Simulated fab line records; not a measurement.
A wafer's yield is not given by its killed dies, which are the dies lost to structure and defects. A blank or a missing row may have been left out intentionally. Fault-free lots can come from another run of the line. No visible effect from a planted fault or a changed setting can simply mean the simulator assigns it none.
Which tool is to blame? :: flow sky130 :: 14 lots, 42 wafers sampled, at 4 steps of a route of 708

WHAT THE GAUGES SHOWED, per wafer
SKY_PASSIVATION_THK_MEAS_01.
lot: L161
measured: day 43 20:13
on: film metro-04
PASSIVATION_CVD_00_THK (nm): 88.1 88.5 90.0

lot: L162
measured: day 44 00:48
on: film metro-03
PASSIVATION_CVD_00_THK (nm): 89.2 89.8 90.2

lot: L163
measured: day 44 11:31
on: film metro-04
PASSIVATION_CVD_00_THK (nm): 89.0 91.0

lot: L164
measured: day 44 20:17
on: film metro-04
PASSIVATION_CVD_00_THK (nm): 90.1 87.9 89.8

lot: L166
measured: day 45 12:09
on: film metro-02
PASSIVATION_CVD_00_THK (nm): 90.1

lot: L174
measured: day 47 01:17
on: film metro-04
PASSIVATION_CVD_00_THK (nm): 90.2 89.8 90.5

lot: L175
measured: day 47 11:35
on: film metro-02
PASSIVATION_CVD_00_THK (nm): 90.7 90.8 88.8

lot: L176
measured: day 47 14:34
on: film metro-04
PASSIVATION_CVD_00_THK (nm): 89.9 90.2 91.0

lot: L177
measured: day 48 05:41
on: film metro-03
PASSIVATION_CVD_00_THK (nm): 89.8 90.3 91.7

lot: L179
measured: day 48 17:33
on: film metro-04
PASSIVATION_CVD_00_THK (nm): 89.3 88.6 91.8

lot: L180
measured: day 48 23:36
on: film metro-03
PASSIVATION_CVD_00_THK (nm): 89.7 90.4 91.0

lot: L181
measured: day 48 19:52
on: film metro-02
PASSIVATION_CVD_00_THK (nm): 90.0 90.6 91.0

lot: L182
measured: day 49 02:31
on: film metro-03
PASSIVATION_CVD_00_THK (nm): 87.6 88.9 88.4

lot: L184
measured: day 49 13:22
on: film metro-03
PASSIVATION_CVD_00_THK (nm): 88.5 89.0 89.7

WHICH TOOL RAN EACH LOT (tool, then ch and the chambers of the sampled wafers, then the start)
lot: L161
SKY_GATE_OXIDE_EXPOSE_07: iline stepper-01 ch 0, day 13 04:13
SKY_VIA3_CMP_24: cmp-02 ch 1,2,3, day 39 14:33
SKY_CAP2M_SPUTTER_02: pvd sputter-01, day 39 14:56

lot: L162
SKY_GATE_OXIDE_EXPOSE_07: iline stepper-01 ch 0, day 13 14:41
SKY_VIA3_CMP_24: cmp-01 ch 0,1, day 39 21:36
SKY_CAP2M_SPUTTER_02: pvd sputter-04, day 39 22:08

lot: L163
SKY_GATE_OXIDE_EXPOSE_07: iline stepper-01 ch 0, day 14 01:55
SKY_VIA3_CMP_24: cmp-01 ch 0, day 40 10:50
SKY_CAP2M_SPUTTER_02: pvd sputter-01, day 40 11:19

lot: L164
SKY_GATE_OXIDE_EXPOSE_07: iline stepper-02 ch 0, day 14 06:41
SKY_VIA3_CMP_24: cmp-01 ch 0,2,3, day 40 16:05
SKY_CAP2M_SPUTTER_02: pvd sputter-03, day 40 16:38

lot: L166
SKY_GATE_OXIDE_EXPOSE_07: iline stepper-01 ch 0, day 14 23:10
SKY_VIA3_CMP_24: cmp-02 ch 1, day 41 14:08
SKY_CAP2M_SPUTTER_02: pvd sputter-04, day 41 14:38

lot: L174
SKY_GATE_OXIDE_EXPOSE_07: iline stepper-02 ch 0, day 17 13:23
SKY_VIA3_CMP_24: cmp-02 ch 1,2, day 43 07:09
SKY_CAP2M_SPUTTER_02: pvd sputter-01, day 43 07:40

lot: L175
SKY_GATE_OXIDE_EXPOSE_07: iline stepper-01 ch 0, day 17 23:04
SKY_VIA3_CMP_24: cmp-01 ch 0,1,3, day 43 19:00
SKY_CAP2M_SPUTTER_02: pvd sputter-04, day 43 19:23

lot: L176
SKY_GATE_OXIDE_EXPOSE_07: iline stepper-01 ch 0, day 18 07:59
SKY_VIA3_CMP_24: cmp-02 ch 0,2,3, day 43 21:20
SKY_CAP2M_SPUTTER_02: pvd sputter-01, day 43 21:46

lot: L177
SKY_GATE_OXIDE_EXPOSE_07: iline stepper-01 ch 0, day 19 07:11
SKY_VIA3_CMP_24: cmp-02 ch 0,1,2, day 44 16:22
SKY_CAP2M_SPUTTER_02: pvd sputter-03, day 44 16:54

lot: L179
SKY_GATE_OXIDE_EXPOSE_07: iline stepper-02 ch 0, day 19 21:02
SKY_VIA3_CMP_24: cmp-02 ch 0,1,3, day 45 04:19
SKY_CAP2M_SPUTTER_02: pvd sputter-04, day 45 04:48

lot: L180
SKY_GATE_OXIDE_EXPOSE_07: iline stepper-01 ch 0, day 20 08:38
SKY_VIA3_CMP_24: cmp-01 ch 0,2,3, day 45 13:13
SKY_CAP2M_SPUTTER_02: pvd sputter-04, day 45 13:36

lot: L181
SKY_GATE_OXIDE_EXPOSE_07: iline stepper-02 ch 0, day 20 09:24
SKY_VIA3_CMP_24: cmp-01 ch 1,2, day 45 07:34
SKY_CAP2M_SPUTTER_02: pvd sputter-01, day 45 08:06

lot: L182
SKY_GATE_OXIDE_EXPOSE_07: iline stepper-01 ch 0, day 20 13:09
SKY_VIA3_CMP_24: cmp-02 ch 0,1,2, day 45 15:07
SKY_CAP2M_SPUTTER_02: pvd sputter-04, day 45 15:40

lot: L184
SKY_GATE_OXIDE_EXPOSE_07: iline stepper-01 ch 0, day 21 09:25
SKY_VIA3_CMP_24: cmp-02 ch 0,1,2, day 46 02:37
SKY_CAP2M_SPUTTER_02: pvd sputter-04, day 46 03:07
- SKY_GATE_OXIDE_EXPOSE_07: exposes mask LVOM, target cd 600 nm.
- SKY_VIA3_CMP_24: polishes, stops on SiO2, t overpolish 20 s, target thk 0 nm.
- SKY_CAP2M_SPUTTER_02: material TiN, target thk 200 nm, time 166.7 s.

WHAT THE TOOLS THEMSELVES READ (means of the sampled wafers that have a number; where no wafer has one, the mark that the record gives instead)
SKY_VIA3_CMP_24.
lot: L161
tool: cmp-02
motor current A (A): 10.8
overpolish run s (s): 19.996
time to endpoint s (s): 96

lot: L162
tool: cmp-01
motor current A (A): 11.9
overpolish run s (s): 19.998
time to endpoint s (s): 96

lot: L163
tool: cmp-01
motor current A (A): 11.2
overpolish run s (s): 20.005
time to endpoint s (s): 94

lot: L164
tool: cmp-01
motor current A (A): 10.2
overpolish run s (s): 20.010
time to endpoint s (s): 98

lot: L166
tool: cmp-02
motor current A (A): 10.8
overpolish run s (s): 20.002
time to endpoint s (s): 102

lot: L174
tool: cmp-02
motor current A (A): 10.8
overpolish run s (s): 19.998
time to endpoint s (s): 100

lot: L175
tool: cmp-01
motor current A (A): 10.8
overpolish run s (s): 20.001
time to endpoint s (s): 101

lot: L176
tool: cmp-02
motor current A (A): 10.8
overpolish run s (s): 20.003
time to endpoint s (s): 96

lot: L177
tool: cmp-02
motor current A (A): 10.5
overpolish run s (s): 20.004
time to endpoint s (s): 96

lot: L179
tool: cmp-02
motor current A (A): 10.6
overpolish run s (s): 20.004
time to endpoint s (s): 94

lot: L180
tool: cmp-01
motor current A (A): 10.1
overpolish run s (s): 19.998
time to endpoint s (s): 95

lot: L181
tool: cmp-01
motor current A (A): 11.2
overpolish run s (s): 19.998
time to endpoint s (s): 102

lot: L182
tool: cmp-02
motor current A (A): 10.6
overpolish run s (s): 20.004
time to endpoint s (s): 95

lot: L184
tool: cmp-02
motor current A (A): 10.4
overpolish run s (s): 20.004
time to endpoint s (s): 97

SKY_CAP2M_SPUTTER_02.
lot: L161
tool: pvd sputter-01
chamber pressure pa (Pa): 0.4010
throttle valve pct (%): 30.9

lot: L162
tool: pvd sputter-04
chamber pressure pa (Pa): 0.4004
throttle valve pct (%): 30.1

lot: L163
tool: pvd sputter-01
chamber pressure pa (Pa): 0.4002
throttle valve pct (%): 31.1

lot: L164
tool: pvd sputter-03
chamber pressure pa (Pa): 0.4003
throttle valve pct (%): 30.6

lot: L166
tool: pvd sputter-04
chamber pressure pa (Pa): 0.4008
throttle valve pct (%): 29.3

lot: L174
tool: pvd sputter-01
chamber pressure pa (Pa): 0.3998
throttle valve pct (%): 30.4

lot: L175
tool: pvd sputter-04
chamber pressure pa (Pa): 0.3992
throttle valve pct (%): 30.8

lot: L176
tool: pvd sputter-01
chamber pressure pa (Pa): 0.4008
throttle valve pct (%): 30.6

lot: L177
tool: pvd sputter-03
chamber pressure pa (Pa): 0.4002
throttle valve pct (%): 30.8

lot: L179
tool: pvd sputter-04
chamber pressure pa (Pa): 0.3995
throttle valve pct (%): 31.0

lot: L180
tool: pvd sputter-04
chamber pressure pa (Pa): 0.3995
throttle valve pct (%): 31.1

lot: L181
tool: pvd sputter-01
chamber pressure pa (Pa): 0.4005
throttle valve pct (%): 30.8

lot: L182
tool: pvd sputter-04
chamber pressure pa (Pa): 0.3993
throttle valve pct (%): 31.2

lot: L184
tool: pvd sputter-04
chamber pressure pa (Pa): 0.3993
throttle valve pct (%): 31.4

THE ANSWER, worked out from the rows above alone
Rule: usual is defined by the lots themselves. Put in order of their means at a reading, lots are off if they are a third of the lots or fewer, leave a main group of 4 or more, and stand apart from it by a gap of 3 or more times the standard deviation of the main group's means; of several such gaps the widest counts. A main group is skipped when, at the precision printed for the reading in the tables above, its means are all equal. Also off: a lot with no number at a reading for which 4 or more lots have one. Where the step has rows for the other lots, those lots are counted as sound. First the gauges in route order, then the tools' own readings, where a lot's mean is used as printed above. At the first step where some lot is off, the reading lying furthest off is the one used; lots without a number count as furthest.
Nothing can be told from this: no lot is off at any reading shown.

WHAT HAD BEEN PUT IN BY THE SIMULATOR
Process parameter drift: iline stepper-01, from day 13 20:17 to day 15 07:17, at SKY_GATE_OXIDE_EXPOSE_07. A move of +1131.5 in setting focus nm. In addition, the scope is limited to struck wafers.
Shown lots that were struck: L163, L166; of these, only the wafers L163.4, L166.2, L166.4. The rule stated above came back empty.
